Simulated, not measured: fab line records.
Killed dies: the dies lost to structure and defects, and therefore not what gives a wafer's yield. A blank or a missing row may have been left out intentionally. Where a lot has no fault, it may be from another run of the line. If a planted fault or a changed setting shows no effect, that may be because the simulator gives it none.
What tool caused it? + flow sky130 + 11 lots with 33 wafers sampled at 2 steps, on a route of 708 steps

== WHAT THE GAUGES SHOWED, per wafer ==
SKY_DNWELL_TW_MEAS_09.
| lot  | measured    | on            | DNWELL_TW      |
|------|-------------|---------------|----------------|
| L812 | day 3 14:27 | film metro-04 | 1140 1133 1128 |
| L813 | day 3 14:49 | film metro-04 | 1135 1132 1125 |
| L814 | day 3 21:16 | film metro-03 | 1110 1116 1111 |
| L815 | day 3 21:40 | film metro-03 | 1107 1103 1112 |
| L816 | day 4 03:32 | film metro-01 | 1109 1114 1110 |
| L817 | day 4 08:03 | film metro-03 | 1097 1108 1102 |
| L819 | day 4 17:42 | film metro-01 | 1102 1103 1107 |
| L818 | day 4 19:55 | film metro-03 | 361 360 360    |
| L820 | day 5 00:11 | film metro-03 | 363 361 365    |
| L821 | day 5 06:45 | film metro-01 | 359 358 359    |
| L822 | day 5 11:16 | film metro-03 | 357 358 358    |

== EACH LOT AND THE TOOL THAT RAN IT (in order: tool; ch and the chambers of the sampled wafers; start) ==
| lot  | SKY_DNWELL_IMPLANT_07          |
|------|--------------------------------|
| L812 | implanter-02 ch 0, day 3 14:12 |
| L813 | implanter-04 ch 0, day 3 14:34 |
| L814 | implanter-04 ch 0, day 3 21:02 |
| L815 | implanter-04 ch 0, day 3 21:25 |
| L816 | implanter-02 ch 0, day 4 03:18 |
| L817 | implanter-02 ch 0, day 4 07:48 |
| L819 | implanter-04 ch 0, day 4 17:27 |
| L818 | implanter-04 ch 0, day 4 19:41 |
| L820 | implanter-04 ch 0, day 4 23:56 |
| L821 | implanter-02 ch 0, day 5 06:30 |
| L822 | implanter-04 ch 0, day 5 11:01 |
- SKY_DNWELL_IMPLANT_07

== THE ANSWER, worked out from the rows above alone ==
Rule: the usual values come from the lots themselves. The widest of any qualifying gaps counts: lots, ordered by their means at a reading, are off when they make up no more than a third of the lots, leave a main group of 4 or more, and stand apart from it by 3 or more times the standard deviation of that group's means. If all means in a main group match to the digits the tables above print for the reading, that group is not used. Also off: a lot with no number at a reading for which 4 or more lots have one. Where the step has rows for the other lots, those lots are counted as sound.
Across all readings shown, no lot is off: no conclusion can be drawn from this.

== WHAT THE SIMULATOR HAD INSERTED ==
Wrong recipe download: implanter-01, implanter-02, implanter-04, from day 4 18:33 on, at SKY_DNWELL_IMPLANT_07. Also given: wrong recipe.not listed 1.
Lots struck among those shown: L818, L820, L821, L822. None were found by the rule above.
